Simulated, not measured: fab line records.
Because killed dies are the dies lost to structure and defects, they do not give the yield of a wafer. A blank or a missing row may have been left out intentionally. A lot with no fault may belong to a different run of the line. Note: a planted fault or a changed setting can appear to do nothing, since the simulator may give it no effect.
What tool caused it? :: flow gf180mcu :: 33 wafers from 11 lots sampled at 4 of the route's 602 steps

WHAT THE GAUGES READ, wafer by wafer
GF_HV_LDD_TW_MEAS_50.
lot: L929
measured: day 12 09:19
on: film_metro-02
HV_LDD_4_TW: 564 564 566

lot: L937
measured: day 15 07:35
on: film_metro-03
HV_LDD_4_TW: 568 568 570

lot: L940
measured: day 16 03:35
on: film_metro-04
HV_LDD_4_TW: 30 30 30

lot: L941
measured: day 16 11:49
on: film_metro-02
HV_LDD_4_TW: 30 30 30

lot: L942
measured: day 16 19:57
on: film_metro-02
HV_LDD_4_TW: 30 30 30

lot: L945
measured: day 17 18:44
on: film_metro-03
HV_LDD_4_TW: 576 576 579

lot: L946
measured: day 18 05:59
on: film_metro-03
HV_LDD_4_TW: 572 573 574

lot: L948
measured: day 18 18:37
on: film_metro-04
HV_LDD_4_TW: 567 571 570

lot: L949
measured: day 19 01:44
on: film_metro-03
HV_LDD_4_TW: 573 573 571

lot: L950
measured: day 19 12:08
on: film_metro-04
HV_LDD_4_TW: 564 564 566

lot: L951
measured: day 19 21:17
on: film_metro-03
HV_LDD_4_TW: 573 571 576

EACH LOT AND THE TOOL THAT RAN IT (in order: tool; ch and the chambers of the sampled wafers; start)
lot: L929
GF_POLY_GATE_STRIP_14: plasma_asher-04 ch 0,1, day 9 05:25
GF_HV_LDD_STRIP_37: plasma_asher-02 ch 0,1, day 11 14:18
GF_HV_LDD_STRIP_49: plasma_asher-03 ch 0,1, day 12 09:13

lot: L937
GF_POLY_GATE_STRIP_14: plasma_asher-01 ch 0,1, day 11 15:55
GF_HV_LDD_STRIP_37: plasma_asher-03 ch 0,1, day 14 10:47
GF_HV_LDD_STRIP_49: plasma_asher-04 ch 0, day 15 07:29

lot: L940
GF_POLY_GATE_STRIP_14: plasma_asher-04 ch 0,1, day 12 12:23
GF_HV_LDD_STRIP_37: plasma_asher-04 ch 0,1, day 15 05:44
GF_HV_LDD_STRIP_49: plasma_asher-03 ch 0,1, day 16 03:29

lot: L941
GF_POLY_GATE_STRIP_14: plasma_asher-01 ch 0,1, day 12 19:26
GF_HV_LDD_STRIP_37: plasma_asher-03 ch 0,1, day 15 13:29
GF_HV_LDD_STRIP_49: plasma_asher-03 ch 0,1, day 16 11:43

lot: L942
GF_POLY_GATE_STRIP_14: plasma_asher-01 ch 0,1, day 13 05:03
GF_HV_LDD_STRIP_37: plasma_asher-03 ch 0,1, day 15 21:40
GF_HV_LDD_STRIP_49: plasma_asher-03 ch 0,1, day 16 19:52

lot: L945
GF_POLY_GATE_STRIP_14: plasma_asher-01 ch 0,1, day 13 23:41
GF_HV_LDD_STRIP_37: plasma_asher-03 ch 0,1, day 16 19:26
GF_HV_LDD_STRIP_49: plasma_asher-02 ch 0,1, day 17 18:38

lot: L946
GF_POLY_GATE_STRIP_14: plasma_asher-01 ch 0,1, day 14 08:37
GF_HV_LDD_STRIP_37: plasma_asher-04 ch 0,1, day 17 05:56
GF_HV_LDD_STRIP_49: plasma_asher-04 ch 0,1, day 18 05:53

lot: L948
GF_POLY_GATE_STRIP_14: plasma_asher-01 ch 0,1, day 14 21:05
GF_HV_LDD_STRIP_37: plasma_asher-04 ch 0,1, day 17 18:29
GF_HV_LDD_STRIP_49: plasma_asher-03 ch 0,1, day 18 18:31

lot: L949
GF_POLY_GATE_STRIP_14: plasma_asher-01 ch 0,1, day 15 03:48
GF_HV_LDD_STRIP_37: plasma_asher-04 ch 0,1, day 18 01:45
GF_HV_LDD_STRIP_49: plasma_asher-04 ch 0,1, day 19 01:39

lot: L950
GF_POLY_GATE_STRIP_14: plasma_asher-01 ch 0,1, day 15 12:05
GF_HV_LDD_STRIP_37: plasma_asher-03 ch 0,1, day 18 12:23
GF_HV_LDD_STRIP_49: plasma_asher-02 ch 1, day 19 12:02

lot: L951
GF_POLY_GATE_STRIP_14: plasma_asher-01 ch 0,1, day 15 20:26
GF_HV_LDD_STRIP_37: plasma_asher-04 ch 0,1, day 18 20:58
GF_HV_LDD_STRIP_49: plasma_asher-03 ch 0,1, day 19 21:12
- GF_POLY_GATE_STRIP_14: strips in O2/N2.
- GF_HV_LDD_STRIP_37: strips in O2/N2.
- GF_HV_LDD_STRIP_49: strips in O2/N2.

THE ANSWER, worked out from the rows above alone
Rule: the usual values come from the lots themselves. Put in order of their means at a reading, lots are off if they are a third of the lots or fewer, leave a main group of 4 or more, and stand apart from it by a gap of 3 or more times the standard deviation of the main group's means; of several such gaps the widest counts. Not used: any main group whose means are identical at the precision the tables above print for the reading. Also off: a lot with no number at a reading for which 4 or more lots have one. All remaining lots with rows at the step are treated as sound.
Off: L940, L941, L942, at GF_HV_LDD_TW_MEAS_50 (HV_LDD_4_TW). For the main group the mean is 570 and the standard deviation 4.1.
If a tool, at a process step before that reading, ran all the lots that are off and no sound lot after the first of them, it fits. Gauges at GF_HV_LDD_TW_MEAS_50: tried the same way as those tools. Not one of the candidates tried fits.

WHAT WAS PUT IN BY THE SIMULATOR
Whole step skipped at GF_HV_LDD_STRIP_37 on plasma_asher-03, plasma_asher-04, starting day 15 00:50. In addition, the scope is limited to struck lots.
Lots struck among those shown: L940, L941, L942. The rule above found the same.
